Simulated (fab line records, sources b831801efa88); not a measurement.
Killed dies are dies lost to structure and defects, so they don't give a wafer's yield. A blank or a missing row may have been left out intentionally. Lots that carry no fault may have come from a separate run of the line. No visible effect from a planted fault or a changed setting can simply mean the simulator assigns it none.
Which tool is to blame? :: flow gf180mcu :: 42 wafers from 14 lots sampled at 2 of the route's 602 steps

WHAT THE GAUGES SHOWED, per wafer
GF_V3_BOW_MEAS_05. Usual: for V3_BOW the level is 115 um and the standard deviation is 9.3.
lot: L529
measured: day 21 14:46
on: film metro-04
V3_BOW (um): 114 120 126
flag: 

lot: L530
measured: day 22 00:46
on: film metro-01
V3_BOW (um): 114 97 112
flag: 

lot: L531
measured: day 22 12:31
on: film metro-01
V3_BOW (um): 104 115 121
flag: 

lot: L533
measured: day 22 18:22
on: film metro-02
V3_BOW (um): 129 130 124
flag: 

lot: L534
measured: day 23 02:53
on: film metro-04
V3_BOW (um): 112 122 116
flag: 

lot: L535
measured: day 23 08:46
on: film metro-01
V3_BOW (um): 121 114 124
flag: 

lot: L536
measured: day 24 02:56
on: film metro-04
V3_BOW (um): 118 123 122
flag: 

lot: L538
measured: day 24 17:34
on: film metro-02
V3_BOW (um): 112 118 102
flag: 

lot: L539
measured: day 25 02:14
on: film metro-02
V3_BOW (um): 122 112 104
flag: 

lot: L540
measured: day 25 07:58
on: film metro-04
V3_BOW (um): 111 108 118
flag: 

lot: L542
measured: day 26 06:02
on: film metro-01
V3_BOW (um): 121 117 121
flag: 

lot: L546
measured: day 27 09:47
on: film metro-01
V3_BOW (um): 100 116 107
flag: 

lot: L551
measured: day 28 17:10
on: film metro-02
V3_BOW (um): 115 119 118
flag: 

lot: L552
measured: day 28 18:53
on: film metro-04
V3_BOW (um): 132 130 132
flag: 

EACH LOT AND THE TOOL THAT RAN IT (in order: tool; ch and the chambers of the sampled wafers; start)
lot: L529
GF_M3_STRIP_17: plasma asher-03 ch 0,1, day 21 13:33

lot: L530
GF_M3_STRIP_17: plasma asher-02 ch 0,1, day 21 23:41

lot: L531
GF_M3_STRIP_17: plasma asher-04 ch 0,1, day 22 11:22

lot: L533
GF_M3_STRIP_17: plasma asher-02 ch 0,1, day 22 16:55

lot: L534
GF_M3_STRIP_17: plasma asher-04 ch 0,1, day 23 01:36

lot: L535
GF_M3_STRIP_17: plasma asher-04 ch 0,1, day 23 07:40

lot: L536
GF_M3_STRIP_17: plasma asher-03 ch 0,1, day 24 01:43

lot: L538
GF_M3_STRIP_17: plasma asher-03 ch 0,1, day 24 16:25

lot: L539
GF_M3_STRIP_17: plasma asher-03 ch 0,1, day 25 01:08

lot: L540
GF_M3_STRIP_17: plasma asher-03 ch 0,1, day 25 06:50

lot: L542
GF_M3_STRIP_17: plasma asher-03 ch 0,1, day 26 04:55

lot: L546
GF_M3_STRIP_17: plasma asher-03 ch 0, day 27 08:40

lot: L551
GF_M3_STRIP_17: plasma asher-02 ch 0,1, day 28 16:01

lot: L552
GF_M3_STRIP_17: plasma asher-03 ch 0,1, day 28 17:45
- GF_M3_STRIP_17: strips in O2/N2.

AS READ BY THE TOOLS THEMSELVES (means over the sampled wafers that have a number; for cases with no such wafer, the mark the record gives instead)
GF_M3_STRIP_17. Usual: drypump motor current A 5.6 A, standard deviation 0.65; heater power w 341 W, standard deviation 17; oes product au 0.559 a.u., standard deviation 0.0049; strip time to endpoint s 7.89 s, standard deviation 0.045.
lot: L529
tool: plasma asher-03
drypump motor current A (A): 5.5
heater power w (W): 336
oes product au (a.u.): 0.559
strip time to endpoint s (s): 7.89
flag: 

lot: L530
tool: plasma asher-02
drypump motor current A (A): 6.1
heater power w (W): 349
oes product au (a.u.): 0.558
strip time to endpoint s (s): 7.90
flag: 

lot: L531
tool: plasma asher-04
drypump motor current A (A): 5.8
heater power w (W): 341
oes product au (a.u.): 0.554
strip time to endpoint s (s): 7.93
flag: 

lot: L533
tool: plasma asher-02
drypump motor current A (A): 6.1
heater power w (W): 346
oes product au (a.u.): 0.559
strip time to endpoint s (s): 7.84
flag: 

lot: L534
tool: plasma asher-04
drypump motor current A (A): 5.8
heater power w (W): 331
oes product au (a.u.): 0.558
strip time to endpoint s (s): 7.86
flag: 

lot: L535
tool: plasma asher-04
drypump motor current A (A): 5.8
heater power w (W): 335
oes product au (a.u.): 0.559
strip time to endpoint s (s): 7.94
flag: 

lot: L536
tool: plasma asher-03
drypump motor current A (A): 5.5
heater power w (W): 340
oes product au (a.u.): 0.561
strip time to endpoint s (s): 7.87
flag: 

lot: L538
tool: plasma asher-03
drypump motor current A (A): 5.5
heater power w (W): 341
oes product au (a.u.): 0.562
strip time to endpoint s (s): 7.88
flag: 

lot: L539
tool: plasma asher-03
drypump motor current A (A): 5.0
heater power w (W): 347
oes product au (a.u.): 0.555
strip time to endpoint s (s): 7.84
flag: 

lot: L540
tool: plasma asher-03
drypump motor current A (A): 5.5
heater power w (W): 341
oes product au (a.u.): 0.556
strip time to endpoint s (s): 7.90
flag: 

lot: L542
tool: plasma asher-03
drypump motor current A (A): 5.0
heater power w (W): 350
oes product au (a.u.): 0.557
strip time to endpoint s (s): 7.92
flag: 

lot: L546
tool: plasma asher-03
drypump motor current A (A): 5.9
heater power w (W): 335
oes product au (a.u.): 0.564
strip time to endpoint s (s): 7.93
flag: 

lot: L551
tool: plasma asher-02
drypump motor current A (A): 6.1
heater power w (W): 341
oes product au (a.u.): 0.557
strip time to endpoint s (s): 7.88
flag: 

lot: L552
tool: plasma asher-03
drypump motor current A (A): 5.0
heater power w (W): 351
oes product au (a.u.): 0.564
strip time to endpoint s (s): 7.93
flag: 

THE ANSWER, worked out from the rows above alone
Rule: a lot is off if the mean of its wafers that have a number lies more than 3 standard deviations from the usual mean. Also off: a lot with no number at a reading for which 4 or more lots have one. Any other lot the step has rows for is counted as sound. After the gauges, taken in route order, come the tools' own readings; for these a lot's mean is taken, as printed above. At the first step where some lot is off, the reading lying furthest off is the one used; lots without a number count as furthest.
None of the lots is off at any reading shown; this tells nothing.

WHAT THE SIMULATOR HAD PUT IN
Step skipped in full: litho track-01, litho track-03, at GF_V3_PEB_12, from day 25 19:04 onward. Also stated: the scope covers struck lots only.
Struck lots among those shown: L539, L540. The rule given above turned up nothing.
